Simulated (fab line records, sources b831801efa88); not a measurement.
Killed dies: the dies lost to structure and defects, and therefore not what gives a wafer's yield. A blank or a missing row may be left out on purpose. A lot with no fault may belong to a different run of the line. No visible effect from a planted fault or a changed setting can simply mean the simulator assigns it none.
Lot-split experiment :: flow sfq_line :: 23 wafers read across 5 lots, on a route 325 steps long

== THE SPLIT ITSELF ==
At SFQ_TRILAYER_L0_VIA_LITHO_PEB_016 (peb time 60 s), the setting peb_temp_c was moved away from the recipe's 115 C on 8 of the 23 wafers read, by +1.2% to +1.7%. All remaining wafers had this setting at the recipe value.

== FROM THE SPLIT TO THE READING: what the file shows between them, 1 step ==
- SFQ_TRILAYER_L0_VIA_LITHO_DEVELOP_015: time 60 s

== THE READING ==
L0V.cd_nm (the simulator's own value, which no gauge read), in nm, at SFQ_TRILAYER_L0_VIA_BARC_OPEN_VIA_ETCH_021 (etches BARC in O2, target depth 125 nm, time 41.7 s). The file does not state a usual value for it. The 15 wafers here that ran the recipe average 700.3 nm, standard deviation 1.5 nm.

wafer: L074.1
tool, chamber at the split: litho_track-02, 0
peb_temp_c as run, C: 115
against the recipe: recipe
L0V.cd_nm, nm: 702.7
against lot-mates on the recipe: -

wafer: L074.2
tool, chamber at the split: litho_track-02, 0
peb_temp_c as run, C: 115
against the recipe: recipe
L0V.cd_nm, nm: 702.3
against lot-mates on the recipe: -

wafer: L074.3
tool, chamber at the split: litho_track-02, 0
peb_temp_c as run, C: 115
against the recipe: recipe
L0V.cd_nm, nm: 702.1
against lot-mates on the recipe: -

wafer: L074.4
tool, chamber at the split: litho_track-02, 0
peb_temp_c as run, C: 115
against the recipe: recipe
L0V.cd_nm, nm: 701.2
against lot-mates on the recipe: -

wafer: L074.6
tool, chamber at the split: litho_track-02, 0
peb_temp_c as run, C: 115
against the recipe: recipe
L0V.cd_nm, nm: 701
against lot-mates on the recipe: -

wafer: L076.1
tool, chamber at the split: litho_track-04, 0
peb_temp_c as run, C: 116.9
against the recipe: +1.7%
L0V.cd_nm, nm: 733.8
against lot-mates on the recipe: +32.5

wafer: L076.2
tool, chamber at the split: litho_track-04, 0
peb_temp_c as run, C: 116.9
against the recipe: +1.7%
L0V.cd_nm, nm: 733.8
against lot-mates on the recipe: +32.5

wafer: L076.3
tool, chamber at the split: litho_track-04, 0
peb_temp_c as run, C: 116.9
against the recipe: +1.7%
L0V.cd_nm, nm: 732.9
against lot-mates on the recipe: +31.6

wafer: L076.5
tool, chamber at the split: litho_track-04, 0
peb_temp_c as run, C: 115
against the recipe: recipe
L0V.cd_nm, nm: 701.1
against lot-mates on the recipe: -

wafer: L076.6
tool, chamber at the split: litho_track-04, 0
peb_temp_c as run, C: 115
against the recipe: recipe
L0V.cd_nm, nm: 701.4
against lot-mates on the recipe: -

wafer: L080.1
tool, chamber at the split: litho_track-04, 0
peb_temp_c as run, C: 115
against the recipe: recipe
L0V.cd_nm, nm: 698
against lot-mates on the recipe: -

wafer: L080.2
tool, chamber at the split: litho_track-04, 0
peb_temp_c as run, C: 116.5
against the recipe: +1.3%
L0V.cd_nm, nm: 724.2
against lot-mates on the recipe: +25.9

wafer: L080.3
tool, chamber at the split: litho_track-04, 0
peb_temp_c as run, C: 115
against the recipe: recipe
L0V.cd_nm, nm: 699.1
against lot-mates on the recipe: -

wafer: L080.4
tool, chamber at the split: litho_track-04, 0
peb_temp_c as run, C: 115
against the recipe: recipe
L0V.cd_nm, nm: 697.9
against lot-mates on the recipe: -

wafer: L080.5
tool, chamber at the split: litho_track-04, 0
peb_temp_c as run, C: 116.5
against the recipe: +1.3%
L0V.cd_nm, nm: 723.9
against lot-mates on the recipe: +25.6

wafer: L081.1
tool, chamber at the split: litho_track-01, 0
peb_temp_c as run, C: 116.4
against the recipe: +1.2%
L0V.cd_nm, nm: 723.2
against lot-mates on the recipe: +23.0

wafer: L081.2
tool, chamber at the split: litho_track-01, 0
peb_temp_c as run, C: 116.4
against the recipe: +1.2%
L0V.cd_nm, nm: 722.9
against lot-mates on the recipe: +22.6

wafer: L081.4
tool, chamber at the split: litho_track-01, 0
peb_temp_c as run, C: 115
against the recipe: recipe
L0V.cd_nm, nm: 700.4
against lot-mates on the recipe: -

wafer: L081.5
tool, chamber at the split: litho_track-01, 0
peb_temp_c as run, C: 115
against the recipe: recipe
L0V.cd_nm, nm: 700.1
against lot-mates on the recipe: -

wafer: L081.6
tool, chamber at the split: litho_track-01, 0
peb_temp_c as run, C: 116.4
against the recipe: +1.2%
L0V.cd_nm, nm: 724
against lot-mates on the recipe: +23.8

wafer: L082.1
tool, chamber at the split: litho_track-01, 0
peb_temp_c as run, C: 115
against the recipe: recipe
L0V.cd_nm, nm: 698.1
against lot-mates on the recipe: -

wafer: L082.2
tool, chamber at the split: litho_track-01, 0
peb_temp_c as run, C: 115
against the recipe: recipe
L0V.cd_nm, nm: 700
against lot-mates on the recipe: -

wafer: L082.4
tool, chamber at the split: litho_track-01, 0
peb_temp_c as run, C: 115
against the recipe: recipe
L0V.cd_nm, nm: 699.7
against lot-mates on the recipe: -

FIT RESULTS
A straight line over all 23 wafers: L0V.cd_nm changes by +19.4 nm for each +1% of peb_temp_c; r = +0.99; the points scatter about the line by 1.5 nm.
The same after taking each lot's own level away (the mean of its wafers on the recipe; 23 wafers): +19.4 nm for each +1%; r = +1.00; scatter 0.6 nm.
Per that fit: largest peb_temp_c move, reading shift of 32 nm.
Across the lots, their own levels run from 698.33 to 701.86 nm, a range of 2.3 times the standard deviation given above.
Hence the lot-to-lot level has little effect on the slope; both slopes agree.
Check: +32 nm against its lot-mates is what the line predicts for one of the wafers moved furthest among these (+1.7%) when that wafer is left out of the fit. Against them it came out at +32.5 nm.

== OTHER SPLITS ON THESE WAFERS ==
Note: prior to the reading, these wafers also went through further splits. Each is held against what the fit with the lots' levels taken away leaves over:
other split on the same wafers: SFQ_TRILAYER_L0_DEP_SPUTTER_003 time_s
wafers away from the commonest value: 7
r with L0V.cd_nm (lot level and that fit taken away): -0.13

other split on the same wafers: SFQ_TRILAYER_L0_ETCH_METAL_ETCH_008 bias_w
wafers away from the commonest value: 8
r with L0V.cd_nm (lot level and that fit taken away): +0.21

other split on the same wafers: SFQ_TRILAYER_L0_VIA_LITHO_COAT_018 resist_thk_nm
wafers away from the commonest value: 8
r with L0V.cd_nm (lot level and that fit taken away): -0.20

== THE FILE'S OWN FIT ==
L0V.cd_nm changes by +19.5 nm for each +1% of peb_temp_c, r = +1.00.
